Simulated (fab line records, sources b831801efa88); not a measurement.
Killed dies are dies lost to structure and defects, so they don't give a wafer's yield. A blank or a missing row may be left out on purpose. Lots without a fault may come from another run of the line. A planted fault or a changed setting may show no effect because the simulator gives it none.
Split-lot experiment | flow sky130 | 5 lots, 23 wafers read, on a route of 708 steps

THE SPLIT
At SKY_VIA3_COAT_07 (resist thk 450 nm), the setting spin_rpm was moved away from the recipe's 3000 rpm on 4 of the 23 wafers read, by -3.4% to +4.8%. The other wafers ran this setting at the recipe's value.

The reading is taken at the split's own step.

THE READING
KrF-thick_of_VIA3_COAT_07.thk_nm (the simulator's own value, which no gauge read), in nm, at SKY_VIA3_COAT_07 (resist thk 450 nm). The file gives no usual value for it. The 19 wafers here that ran the recipe average 449.5 nm, standard deviation 1.8 nm.

wafer  | tool, chamber at the split | spin_rpm as run, rpm | against the recipe | KrF-thick_of_VIA3_COAT_07.thk_nm, nm | against lot-mates on the recipe
L074.1 | litho_track-04, 0          | 3000                 | recipe             | 451.4                                | -
L074.2 | litho_track-04, 0          | 3000                 | recipe             | 449.7                                | -
L074.4 | litho_track-04, 0          | 3143                 | +4.8%              | 440.3                                | -10.8
L074.5 | litho_track-04, 0          | 3000                 | recipe             | 452.1                                | -
L074.6 | litho_track-04, 0          | 3143                 | +4.8%              | 440.9                                | -10.2
L078.1 | litho_track-04, 0          | 3000                 | recipe             | 448.4                                | -
L078.2 | litho_track-04, 0          | 3000                 | recipe             | 449.2                                | -
L078.3 | litho_track-04, 0          | 3000                 | recipe             | 448.9                                | -
L078.5 | litho_track-04, 0          | 3000                 | recipe             | 448.5                                | -
L078.6 | litho_track-04, 0          | 3000                 | recipe             | 447.2                                | -
L080.1 | litho_track-04, 0          | 3000                 | recipe             | 449.2                                | -
L080.3 | litho_track-04, 0          | 3000                 | recipe             | 450.3                                | -
L080.6 | litho_track-04, 0          | 3000                 | recipe             | 451.8                                | -
L082.1 | litho_track-04, 0          | 3000                 | recipe             | 446.5                                | -
L082.3 | litho_track-04, 0          | 3000                 | recipe             | 449.3                                | -
L082.4 | litho_track-04, 0          | 3000                 | recipe             | 447.4                                | -
L082.5 | litho_track-04, 0          | 3000                 | recipe             | 447.8                                | -
L082.6 | litho_track-04, 0          | 3000                 | recipe             | 447.7                                | -
L085.1 | litho_track-04, 0          | 2899                 | -3.4%              | 460                                  | +8.2
L085.2 | litho_track-04, 0          | 3000                 | recipe             | 452.2                                | -
L085.4 | litho_track-04, 0          | 3000                 | recipe             | 451.5                                | -
L085.5 | litho_track-04, 0          | 3000                 | recipe             | 451.6                                | -
L085.6 | litho_track-04, 0          | 2899                 | -3.4%              | 459                                  | +7.2

THE FIT
A straight line over all 23 wafers: KrF-thick_of_VIA3_COAT_07.thk_nm changes by -2.25 nm for each +1% of spin_rpm; r = -0.91; the points scatter about the line by 1.9 nm.
The same after taking each lot's own level away (the mean of its wafers on the recipe; 23 wafers): -2.23 nm for each +1%; r = -0.98; scatter 0.82 nm.
On that fit, the largest move of spin_rpm shifts the reading by 11 nm.
The lots' own levels span 447.74 to 451.77 nm, that is 2.3 times the standard deviation above.
So the lot-to-lot level changes the slope little: the two slopes agree.
Check: with one of the wafers moved furthest among these (+4.8%) left out of the fit, the line predicts -10.5 nm for it against its lot-mates. It came out at -10.8 nm against them.

OTHER SPLITS ON THESE WAFERS
These wafers also went through other splits before the reading. Each is held against what the fit with the lots' levels taken away leaves over:
other split on the same wafers  | wafers away from the commonest value | r with KrF-thick_of_VIA3_COAT_07.thk_nm (lot level and that fit taken away)
SKY_METAL3_EXPOSE_10 dose_mj    | 5                                    | +0.04
SKY_METAL3_METAL_ETCH_18 bias_w | 8                                    | +0.02

THE FILE'S OWN FIT
KrF-thick_of_VIA3_COAT_07.thk_nm changes by -2.23 nm for each +1% of spin_rpm, r = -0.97.
